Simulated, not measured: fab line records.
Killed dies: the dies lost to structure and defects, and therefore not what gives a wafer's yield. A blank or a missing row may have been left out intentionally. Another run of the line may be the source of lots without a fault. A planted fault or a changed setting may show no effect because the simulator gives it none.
fab line records	flow sky130	part 1 of 2: steps 1 to 25 of 35
record: lots: 5	wafers: 15	last_day: 50
route steps=708 shown VIA2@511 METAL3@532 CAPM@537
lots that met no fault: taken from a fault-free run of the same line
start_h: hours from the record's opening day to when the first of the lot's shown wafers began	wait_h: hours since the lot's step before	" same as the row above	L1.1+2: a row that stands for several wafers	- either no value or no given start	* or withheld: withheld	< > ~ a bound
route shown NAME@n: names a module that has steps shown in the file, with the first one's number in the route	usual: mean/standard deviation of fault-free wafers	same: alike in all rows	chamber/n: place in a boat	sites: each site's reading	_std_site: standard deviation across them	_edge_site: the outer-site mean with the inner-site mean subtracted	radius_mm: for every site, how far away it sits from the centre of the wafer	mask NAME#n: copy n	behind: the last tool/chamber to shape the wafer	hold: reason for holding the lot/hours on hold/outcome of the hold	device: whichever transistor did not switch (one of n, p or np)	end of line: tests run on the same wafers once the route is complete	for a step that has no rows: nothing shown but its recipe	killed: dies that structure and defects cost at the first sort, which is not the same as the wafer's yield	map: the dies of a wafer, with x for killed, . for not killed, _ for no die there
set.NAME: the setting that was run; set.NAME@STEP: the one run at that earlier step	model.NAME: the simulator's own value behind a step, which no gauge read
certain route steps with their lots: each step a table, each wafer a row
services: from which hour (start_h, from the record's first day; less than 0 if before it) a tool's chamber was out of use, for how many hours, and why
== steps ==
step: SKY_VIA2_DEHYDRATE_04
recipe: temp_c: 200	time_s: 60
usual: chill_plate_temp_C: 23.02/0.11
lot.wafer	tool	chamber	start_h	wait_h	chill_plate_temp_C
L076.1	litho_track-02	0	848.54	12.6	23.08
L076.3	"	0	"	"	23.26
L076.4	"	0	"	"	23.00
L080.2	litho_track-03	0	874.88	12.5	23.13
L080.5	"	0	"	"	22.92
L080.6	"	0	"	"	23.02
L091.1	litho_track-02	0	956.94	10.3	22.81
L091.4	"	0	"	"	22.93
L091.5	"	0	"	"	22.76
L094.2	litho_track-03	0	984.23	10.7	22.91
L094.3	"	0	"	"	22.96
L094.4	"	0	"	"	22.93
L095.1	litho_track-03	0	985.60	11.1	23.12
L095.2	"	0	"	"	23.10
L095.5	"	0	"	"	23.03
step: SKY_VIA2_HMDS_05
recipe: prime_time_s: 60	prime_temp_c: 120
usual: chill_plate_temp_C: 23.01/0.098
lot.wafer	tool	chamber	start_h	wait_h	chill_plate_temp_C
L076.1	litho_track-02	0	848.69	0.1	23.04
L076.3	"	0	"	"	22.92
L076.4	"	0	"	"	22.81
L080.2	litho_track-03	0	875.03	0.1	23.02
L080.5	"	0	"	"	23.01
L080.6	"	0	"	"	23.14
L091.1	litho_track-02	0	957.09	0.1	23.01
L091.4	"	0	"	"	23.00
L091.5	"	0	"	"	22.97
L094.2	litho_track-03	0	984.38	0.1	23.01
L094.3	"	0	"	"	23.06
L094.4	"	0	"	"	23.09
L095.1	litho_track-03	0	985.75	0.1	22.86
L095.2	"	0	"	"	22.80
L095.5	"	0	"	"	22.89
step: SKY_VIA2_COAT_06
recipe: resist: BARC	temp_c: withheld	time_s: withheld	spin_rpm: 3000	resist_thk_nm: 60
usual: chill_plate_temp_C: *
lot.wafer	tool	chamber	start_h	wait_h	chill_plate_temp_C
L076.1	litho_track-02	0	848.84	0.1	*
L076.3	"	0	"	"	*
L076.4	"	0	"	"	*
L080.2	litho_track-03	0	875.18	0.1	*
L080.5	"	0	"	"	*
L080.6	"	0	"	"	*
L091.1	litho_track-02	0	957.24	0.1	*
L091.4	"	0	"	"	*
L091.5	"	0	"	"	*
L094.2	litho_track-03	0	984.53	0.1	*
L094.3	"	0	"	"	*
L094.4	"	0	"	"	*
L095.1	litho_track-03	0	985.90	0.1	*
L095.2	"	0	"	"	*
L095.5	"	0	"	"	*
step: SKY_VIA2_COAT_07
recipe: resist: KrF-thick	spin_rpm: 3000	resist_thk_nm: 450
usual: chill_plate_temp_C: 23.01/0.11
lot.wafer	tool	chamber	start_h	wait_h	chill_plate_temp_C
L076.1	litho_track-02	0	-	-	23.01
L076.3	"	0	"	"	22.95
L076.4	"	0	"	"	23.08
L080.2	litho_track-03	0	-	-	23.01
L080.5	"	0	"	"	22.90
L080.6	"	0	"	"	22.93
L091.1	litho_track-02	0	-	-	22.85
L091.4	"	0	"	"	23.03
L091.5	"	0	"	"	22.88
L094.2	litho_track-03	0	-	-	23.10
L094.3	"	0	"	"	22.97
L094.4	"	0	"	"	23.02
L095.1	litho_track-03	0	-	-	23.12
L095.2	"	0	"	"	23.11
L095.5	"	0	"	"	23.12
step: SKY_VIA2_SOFTBAKE_08
recipe: temp_c: 100	time_s: 90	resist: KrF-thick
usual: chill_plate_temp_C: 23.00/0.1
lot.wafer	tool	chamber	start_h	wait_h	chill_plate_temp_C
L076.1	litho_track-02	0	-	-	22.90
L076.3	"	0	"	"	23.11
L076.4	"	0	"	"	23.06
L080.2	litho_track-03	0	-	-	23.08
L080.5	"	0	"	"	23.07
L080.6	"	0	"	"	22.88
L091.1	litho_track-02	0	-	-	23.11
L091.4	"	0	"	"	22.95
L091.5	"	0	"	"	23.11
L094.2	litho_track-03	0	-	-	22.96
L094.3	"	0	"	"	22.95
L094.4	"	0	"	"	22.94
L095.1	litho_track-03	0	-	-	22.95
L095.2	"	0	"	"	23.05
L095.5	"	0	"	"	23.09
step: SKY_VIA2_EXPOSE_09
recipe: mask_id: VIM2	na: 0.8	source_shape: annular	sigma_inner: 0.55	sigma_outer: 0.85	target_cd_nm: 200	dose_mj: 38
lot.wafer	tool	chamber	start_h	wait_h	mask
L076.1+3+4	krf_scanner-02	0	-	-	VIM2#0
L080.2+5+6	krf_scanner-01	0	-	-	VIM2#0
L091.1+4+5	krf_scanner-01	0	-	-	VIM2#0
L094.2+3+4	krf_scanner-01	0	-	-	VIM2#0
L095.1+2+5	krf_scanner-02	0	-	-	VIM2#0
step: SKY_VIA2_PEB_10
recipe: peb_temp_c: withheld	peb_time_s: withheld	resist: KrF-thick
usual: chill_plate_temp_C: *
lot.wafer	tool	chamber	start_h	wait_h	chill_plate_temp_C
L076.1	litho_track-01	0	-	-	*
L076.3	"	0	"	"	*
L076.4	"	0	"	"	*
L080.2	litho_track-03	0	-	-	*
L080.5	"	0	"	"	*
L080.6	"	0	"	"	*
L091.1	litho_track-03	0	-	-	*
L091.4	"	0	"	"	*
L091.5	"	0	"	"	*
L094.2	litho_track-03	0	-	-	*
L094.3	"	0	"	"	*
L094.4	"	0	"	"	*
L095.1	litho_track-02	0	-	-	*
L095.2	"	0	"	"	*
L095.5	"	0	"	"	*
step: SKY_VIA2_DEVELOP_11
recipe: develop_time_s: 60	resist: KrF-thick	dev_temp_c: 21
usual: chill_plate_temp_C: 23.01/0.095
lot.wafer	tool	chamber	start_h	wait_h	chill_plate_temp_C
L076.1	litho_track-01	0	-	-	22.94
L076.3	"	0	"	"	22.99
L076.4	"	0	"	"	23.01
L080.2	litho_track-03	0	-	-	22.95
L080.5	"	0	"	"	23.10
L080.6	"	0	"	"	22.96
L091.1	litho_track-03	0	-	-	23.02
L091.4	"	0	"	"	23.05
L091.5	"	0	"	"	22.98
L094.2	litho_track-03	0	-	-	22.94
L094.3	"	0	"	"	23.00
L094.4	"	0	"	"	23.00
L095.1	litho_track-02	0	-	-	23.07
L095.2	"	0	"	"	22.91
L095.5	"	0	"	"	23.05
step: SKY_VIA2_CD_MEAS_12
recipe: target_cd_nm: 200
usual: cd_nm: 200.1/1.4
lot.wafer	tool	chamber	start_h	wait_h	cd_nm
L076.1	cd_sem-02	-	863.11	-	202.4
L076.3	"	-	"	"	200.8
L076.4	"	-	"	"	200.2
L080.2	cd_sem-01	-	889.02	-	199.2
L080.5	"	-	"	"	200.0
L080.6	"	-	"	"	201.7
L091.1	cd_sem-02	-	969.85	-	199.0
L091.4	"	-	"	"	198.8
L091.5	"	-	"	"	200.1
L094.2	cd_sem-01	-	997.12	-	199.4
L094.3	"	-	"	"	200.1
L094.4	"	-	"	"	199.8
L095.1	cd_sem-01	-	998.29	-	199.3
L095.2	"	-	"	"	199.5
L095.5	"	-	"	"	199.4
step: SKY_VIA2_OVL_MEAS_13
usual: VIA2_OVL: 3/6.6
lot.wafer	tool	chamber	start_h	wait_h	VIA2_OVL[nm]
L076.1	overlay-02	-	863.23	0.1	-1
L076.3	"	-	"	"	0
L076.4	"	-	"	"	-9
L080.2	overlay-02	-	889.13	0.1	2
L080.5	"	-	"	"	13
L080.6	"	-	"	"	9
L091.1	overlay-02	-	969.97	0.1	9
L091.4	"	-	"	"	0
L091.5	"	-	"	"	-1
L094.2	overlay-01	-	997.23	0.1	15
L094.3	"	-	"	"	22
L094.4	"	-	"	"	9
L095.1	overlay-02	-	998.41	0.1	-5
L095.2	"	-	"	"	-4
L095.5	"	-	"	"	1
step: SKY_VIA2_ETCH_14
recipe: chemistry: N2/H2	target: BARC	ion_energy_ev: 200	source_w: 500	bias_w: 100	pressure_mtorr: 30	n2_flow_sccm: 100	h2_flow_sccm: 200	stop_on: SiO2	time_s: 45.9	target_depth_a: 600
usual: drypump_motor_current_A: 5.9/0.49	oes_product_au: 0.855/0.0049	throttle_valve_pct: 13.224/0.0082
lot.wafer	tool	chamber	start_h	wait_h	drypump_motor_current_A	oes_product_au	rf_hours_counter_h	throttle_valve_pct
L076.1	rie_diel-02	3	863.26	0.0	5.7	0.846	11	13.232
L076.3	"	1	"	"	5.2	0.851	5	13.224
L076.4	"	0	"	"	6.5	0.855	4	13.223
L080.2	rie_diel-03	1	889.16	0.0	6.6	0.857	7	13.216
L080.5	"	2	"	"	6.2	0.855	-	13.229
L080.6	"	1	"	"	6.6	0.853	-	13.244
L091.1	rie_diel-01	0	970.01	0.0	6.6	0.854	14	13.235
L091.4	"	1	"	"	5.3	0.856	4	13.232
L091.5	"	2	"	"	6.2	0.862	-	13.232
L094.2	rie_diel-02	0	997.26	0.0	6.5	0.851	9	13.219
L094.3	"	1	"	"	5.2	0.850	9	13.231
L094.4	"	2	"	"	6.1	0.853	2	13.212
L095.1	rie_diel-02	2	998.45	0.0	6.1	0.851	2	13.226
L095.2	"	1	"	"	5.3	0.856	9	13.199
L095.5	"	3	"	"	5.7	0.851	-	13.243
step: SKY_VIA2_ETCH_15
recipe: target: SiO2	chemistry: C4F8/O2/Ar	target_depth_nm: 546	stop_on: TiN	mask_material: KrF-thick	source_w: 1500	bias_w: 1200	pressure_mtorr: 40	c4f8_flow_sccm: withheld	O2_flow_sccm: 6	Ar_flow_sccm: 300	time_s: 84
usual: oes_product_au: 0.939/0.005
lot.wafer	tool	chamber	start_h	wait_h	oes_product_au	rf_hours_counter_h
L076.1	rie_diel-02	3	863.30	0.0	0.939	11
L076.3	"	1	"	"	0.939	5
L076.4	"	0	"	"	0.949	4
L080.2	rie_diel-03	1	889.20	0.0	0.932	7
L080.5	"	2	"	"	0.940	-
L080.6	"	1	"	"	0.933	-
L091.1	rie_diel-01	0	970.05	0.0	0.943	14
L091.4	"	1	"	"	0.943	4
L091.5	"	2	"	"	0.931	-
L094.2	rie_diel-02	0	997.30	0.0	0.942	9
L094.3	"	1	"	"	0.937	9
L094.4	"	2	"	"	0.945	2
L095.1	rie_diel-02	2	998.49	0.0	0.942	2
L095.2	"	1	"	"	0.945	9
L095.5	"	3	"	"	0.944	-
step: SKY_VIA2_STRIP_16
recipe: chemistry: O2/N2	power_w: 1400	pressure_mtorr: 1500	platen_temp_c: withheld	o2_flow_sccm: 3000	n2_flow_sccm: 300	overash_fraction: 0.5
usual: drypump_motor_current_A: 5.61/0.28	oes_product_au: 0.399/0.0044	strip_time_to_endpoint_s: 4.053/0.027
lot.wafer	tool	chamber	start_h	wait_h	drypump_motor_current_A	oes_product_au	rf_hours_counter_h	strip_time_to_endpoint_s
L076.1	plasma_asher-02	1	863.37	0.0	5.40	0.397	75	4.069
L076.3	"	1	"	"	5.35	0.394	-	4.052
L076.4	"	0	"	"	5.33	0.394	-	4.100
L080.2	plasma_asher-04	0	889.26	0.0	5.84	0.405	48	4.100
L080.5	"	0	"	"	5.86	0.399	-	4.028
L080.6	"	1	"	"	6.02	0.404	-	4.093
L091.1	plasma_asher-04	1	970.11	0.0	6.00	0.391	56	4.092
L091.4	"	1	"	"	5.99	0.410	-	4.064
L091.5	"	0	"	"	5.86	0.403	-	4.103
L094.2	plasma_asher-02	0	997.36	0.0	5.32	0.397	89	4.051
L094.3	"	0	"	"	5.32	0.400	-	4.035
L094.4	"	1	"	"	5.36	0.402	-	4.002
L095.1	plasma_asher-02	0	998.56	0.0	5.35	0.387	89	3.986
L095.2	"	1	"	"	5.37	0.400	89	4.025
L095.5	"	1	"	"	5.34	0.396	-	4.042
step: SKY_VIA2_STRIP_17
recipe: chemistry: post_etch_residue_remover	time_s: 1200	temp_c: 72.5
usual: bath_heat_duty_pct: 14.9/1.2
lot.wafer	tool	chamber	start_h	wait_h	bath_heat_duty_pct
L076.1	wet_bench-02	2	863.47	0.1	15.2
L076.3	"	2	"	"	14.6
L076.4	"	2	"	"	15.7
L080.2	wet_bench-01	0	889.36	0.1	14.3
L080.5	"	0	"	"	14.5
L080.6	"	0	"	"	14.0
L091.1	wet_bench-02	1	970.21	0.1	17.6
L091.4	"	1	"	"	16.1
L091.5	"	1	"	"	16.8
L094.2	wet_bench-01	2	997.46	0.1	14.2
L094.3	"	2	"	"	15.1
L094.4	"	2	"	"	14.6
L095.1	wet_bench-01	0	998.66	0.1	16.0
L095.2	"	0	"	"	15.2
L095.5	"	0	"	"	15.6
step: SKY_VIA2_CLEAN_18
recipe: chemistry: IPA	time_s: 180	temp_c: 25
usual: bath_heat_duty_pct: 6.2/0.71
lot.wafer	tool	chamber	start_h	wait_h	bath_heat_duty_pct
L076.1	wet_bench-03	2	863.84	0.0	6.9
L076.3	"	2	"	"	6.7
L076.4	"	2	"	"	6.3
L080.2	wet_bench-02	3	889.71	0.0	4.5
L080.5	"	3	"	"	6.1
L080.6	"	3	"	"	5.6
L091.1	wet_bench-01	2	970.56	0.0	5.6
L091.4	"	2	"	"	5.3
L091.5	"	2	"	"	6.1
L094.2	wet_bench-03	3	997.84	0.0	5.8
L094.3	"	3	"	"	6.2
L094.4	"	3	"	"	6.3
L095.1	wet_bench-03	0	999.03	0.0	5.7
L095.2	"	0	"	"	6.6
L095.5	"	0	"	"	6.2
step: SKY_VIA2_CLEAN_19
recipe: chemistry: O3/DIW	dry: n2_spin
lot.wafer	tool	chamber	start_h	wait_h
L076.1+3+4	wet_bench-01	0	863.90	0.0
L080.2+5+6	wet_bench-03	0	889.76	0.0
L091.1+4+5	wet_bench-02	3	970.61	0.0
L094.2+3+4	wet_bench-02	1	997.90	0.0
L095.1+2+5	wet_bench-01	2	999.09	0.0
step: SKY_VIA2_SPUTTER_20
recipe: material: TiN	target_thk_nm: 20	chamber_pressure_pa: 5	power_w: 4000	time_s: 80
usual: throttle_valve_pct: 29.7/0.92
lot.wafer	tool	chamber	start_h	wait_h	throttle_valve_pct
L076.1	pvd_sputter-01	-	863.99	0.0	30.1
L076.3	"	-	"	"	29.3
L076.4	"	-	"	"	29.8
L080.2	pvd_sputter-03	-	889.86	0.0	28.7
L080.5	"	-	"	"	28.4
L080.6	"	-	"	"	28.7
L091.1	pvd_sputter-02	-	970.71	0.0	31.4
L091.4	"	-	"	"	30.5
L091.5	"	-	"	"	31.1
L094.2	pvd_sputter-03	-	998.00	0.0	28.8
L094.3	"	-	"	"	29.0
L094.4	"	-	"	"	28.8
L095.1	pvd_sputter-03	-	999.19	0.0	29.0
L095.2	"	-	"	"	28.8
L095.5	"	-	"	"	28.9
step: SKY_VIA2_CVD_21
recipe: material: W	target_thk_nm: 420	time_s: 126.4	temp_c: 400	pressure_torr: 40
usual: chamber_pressure_Torr: 40.01/0.092	heater_power_w: 838/59
lot.wafer	tool	chamber	start_h	wait_h	chamber_pressure_Torr	heater_power_w
L076.1	cvd_w-01	1	864.06	0.0	40.00	765
L076.3	"	1	"	"	39.94	784
L076.4	"	0	"	"	40.02	812
L080.2	cvd_w-02	1	889.92	0.0	40.10	898
L080.5	"	0	"	"	39.95	853
L080.6	"	1	"	"	39.85	902
L091.1	cvd_w-02	1	970.77	0.0	39.99	928
L091.4	"	1	"	"	40.04	954
L091.5	"	1	"	"	40.01	967
L094.2	cvd_w-01	1	998.07	0.0	39.95	782
L094.3	"	1	"	"	39.83	808
L094.4	"	0	"	"	40.10	833
L095.1	cvd_w-02	1	999.25	0.0	40.11	954
L095.2	"	0	"	"	40.07	847
L095.5	"	0	"	"	40.09	840
step: SKY_VIA2_RS_MEAS_22
recipe: thk_meas_gauge: four-point-probe	reads: W_of_VIA2_CVD_21+TiN_of_VIA2_SPUTTER_20
usual: VIA2_W_RS: 0.275/0.0041
lot.wafer	tool	chamber	start_h	wait_h	VIA2_W_RS[ohm/sq]
L076.1	film_metro-02	-	864.19	0.1	0.274
L076.3	"	-	"	"	0.272
L076.4	"	-	"	"	0.272
L080.2	film_metro-02	-	890.07	0.1	0.268
L080.5	"	-	"	"	0.275
L080.6	"	-	"	"	0.271
L091.1	film_metro-01	-	970.90	0.1	0.268
L091.4	"	-	"	"	0.270
L091.5	"	-	"	"	0.274
L094.2	film_metro-02	-	998.22	0.1	0.277
L094.3	"	-	"	"	0.277
L094.4	"	-	"	"	0.278
L095.1	film_metro-04	-	999.38	0.1	0.270
L095.2	"	-	"	"	0.275
L095.5	"	-	"	"	0.273
step: SKY_VIA2_THK_MEAS_23
recipe: thk_meas_gauge: xrf	reads: W_of_VIA2_CVD_21
usual: VIA2_W_THK: 427/8.2
lot.wafer	tool	chamber	start_h	wait_h	VIA2_W_THK[nm]
L076.1	film_metro-02	-	864.31	0.1	430
L076.3	"	-	"	"	430
L076.4	"	-	"	"	433
L080.2	film_metro-02	-	890.18	0.1	449
L080.5	"	-	"	"	438
L080.6	"	-	"	"	442
L091.1	film_metro-01	-	971.02	0.1	437
L091.4	"	-	"	"	440
L091.5	"	-	"	"	427
L094.2	film_metro-02	-	998.33	0.1	428
L094.3	"	-	"	"	429
L094.4	"	-	"	"	426
L095.1	film_metro-04	-	999.50	0.1	435
L095.2	"	-	"	"	427
L095.5	"	-	"	"	427
step: SKY_VIA2_CMP_24
recipe: stop_on: SiO2	t_overpolish_s: 20	down_force_psi: 3.5	platen_rpm: 60	target_thk_nm: 0	pad_velocity_m_s: 0.94248
usual: edge_zone_pressure_frac: 1.000/0.0054	motor_current_A: 11.2/0.93	overpolish_run_s: 20.000/0.01	time_to_endpoint_s: 97/4.2
lot.wafer	tool	chamber	start_h	wait_h	edge_zone_pressure_frac	motor_current_A	overpolish_run_s	time_to_endpoint_s
L076.4	cmp-02	0	864.37	0.0	1.002	10.4	20.023	99
L076.1	"	2	"	"	1.001	10.9	20.000	94
L076.3	"	3	"	"	1.000	11.9	19.985	98
L080.2	cmp-01	0	890.33	0.1	0.993	9.9	20.014	100
L080.6	"	2	"	"	1.002	12.4	19.998	100
L080.5	"	3	"	"	0.995	11.1	19.984	87
L091.4	cmp-02	1	971.18	0.1	0.994	12.5	20.012	99
L091.1	"	2	"	"	0.992	10.4	20.006	97
L091.5	"	0	"	"	1.007	10.0	20.005	102
L094.2	cmp-01	3	998.43	0.1	1.003	11.1	20.008	97
L094.4	"	0	"	"	0.996	9.6	19.997	98
L094.3	"	1	"	"	1.002	11.8	19.999	91
L095.1	cmp-02	0	999.66	0.1	1.001	9.8	19.998	101
L095.2	"	1	"	"	0.993	12.3	19.993	98
L095.5	"	3	"	"	0.998	11.8	19.999	95
step: SKY_METAL3_SPUTTER_00
recipe: material: Ti	target_thk_nm: 15	power_w: 3000	time_s: 10	chamber_pressure_pa: 0.4
usual: throttle_valve_pct: 29.3/0.57
lot.wafer	tool	chamber	start_h	wait_h	throttle_valve_pct
L076.1	pvd_sputter-04	-	864.67	0.1	28.8
L076.3	"	-	"	"	29.4
L076.4	"	-	"	"	30.3
L080.2	pvd_sputter-03	-	890.53	0.1	28.8
L080.5	"	-	"	"	28.7
L080.6	"	-	"	"	29.2
L091.1	pvd_sputter-01	-	971.38	0.1	30.1
L091.4	"	-	"	"	29.9
L091.5	"	-	"	"	30.0
L094.2	pvd_sputter-01	-	998.68	0.2	30.1
L094.3	"	-	"	"	29.4
L094.4	"	-	"	"	29.9
L095.1	pvd_sputter-04	-	999.86	0.1	30.4
L095.2	"	-	"	"	29.3
L095.5	"	-	"	"	28.9
step: SKY_METAL3_SPUTTER_01
recipe: material: TiN	target_thk_nm: 20	power_w: 6500	time_s: 16.7	chamber_pressure_pa: 0.4
usual: throttle_valve_pct: 29.3/0.56
lot.wafer	tool	chamber	start_h	wait_h	throttle_valve_pct
L076.1	pvd_sputter-04	-	864.69	0.0	29.0
L076.3	"	-	"	"	29.3
L076.4	"	-	"	"	30.4
L080.2	pvd_sputter-03	-	890.55	0.0	28.4
L080.5	"	-	"	"	28.8
L080.6	"	-	"	"	28.7
L091.1	pvd_sputter-01	-	971.40	0.0	30.1
L091.4	"	-	"	"	29.9
L091.5	"	-	"	"	30.0
L094.2	pvd_sputter-01	-	998.70	0.0	30.0
L094.3	"	-	"	"	29.3
L094.4	"	-	"	"	29.9
L095.1	pvd_sputter-04	-	999.88	0.0	30.4
L095.2	"	-	"	"	29.4
L095.5	"	-	"	"	28.8
step: SKY_METAL3_SPUTTER_02
recipe: material: AlCu	target_thk_nm: 735	power_w: 10600	time_s: 39.1	chamber_pressure_pa: 0.4
usual: throttle_valve_pct: 29.3/0.55
lot.wafer	tool	chamber	start_h	wait_h	throttle_valve_pct
L076.1	pvd_sputter-04	-	864.71	0.0	29.0
L076.3	"	-	"	"	29.3
L076.4	"	-	"	"	30.3
L080.2	pvd_sputter-03	-	890.58	0.0	28.7
L080.5	"	-	"	"	28.7
L080.6	"	-	"	"	28.8
L091.1	pvd_sputter-01	-	971.43	0.0	29.9
L091.4	"	-	"	"	29.7
L091.5	"	-	"	"	30.2
L094.2	pvd_sputter-01	-	998.72	0.0	30.1
L094.3	"	-	"	"	29.6
L094.4	"	-	"	"	29.7
L095.1	pvd_sputter-04	-	999.91	0.0	30.3
L095.2	"	-	"	"	29.3
L095.5	"	-	"	"	28.8
step: SKY_METAL3_SPUTTER_03
recipe: material: Ti	target_thk_nm: 5	power_w: 3000	time_s: 3.3	chamber_pressure_pa: 0.4
usual: throttle_valve_pct: 29.3/0.56
lot.wafer	tool	chamber	start_h	wait_h	throttle_valve_pct
L076.1	pvd_sputter-04	-	864.75	0.0	29.1
L076.3	"	-	"	"	29.4
L076.4	"	-	"	"	30.4
L080.2	pvd_sputter-03	-	890.61	0.0	28.9
L080.5	"	-	"	"	28.9
L080.6	"	-	"	"	28.6
L091.1	pvd_sputter-01	-	971.46	0.0	30.2
L091.4	"	-	"	"	29.6
L091.5	"	-	"	"	30.3
L094.2	pvd_sputter-01	-	998.76	0.0	30.3
L094.3	"	-	"	"	29.2
L094.4	"	-	"	"	29.9
L095.1	pvd_sputter-04	-	999.94	0.0	30.7
L095.2	"	-	"	"	29.6
L095.5	"	-	"	"	28.6
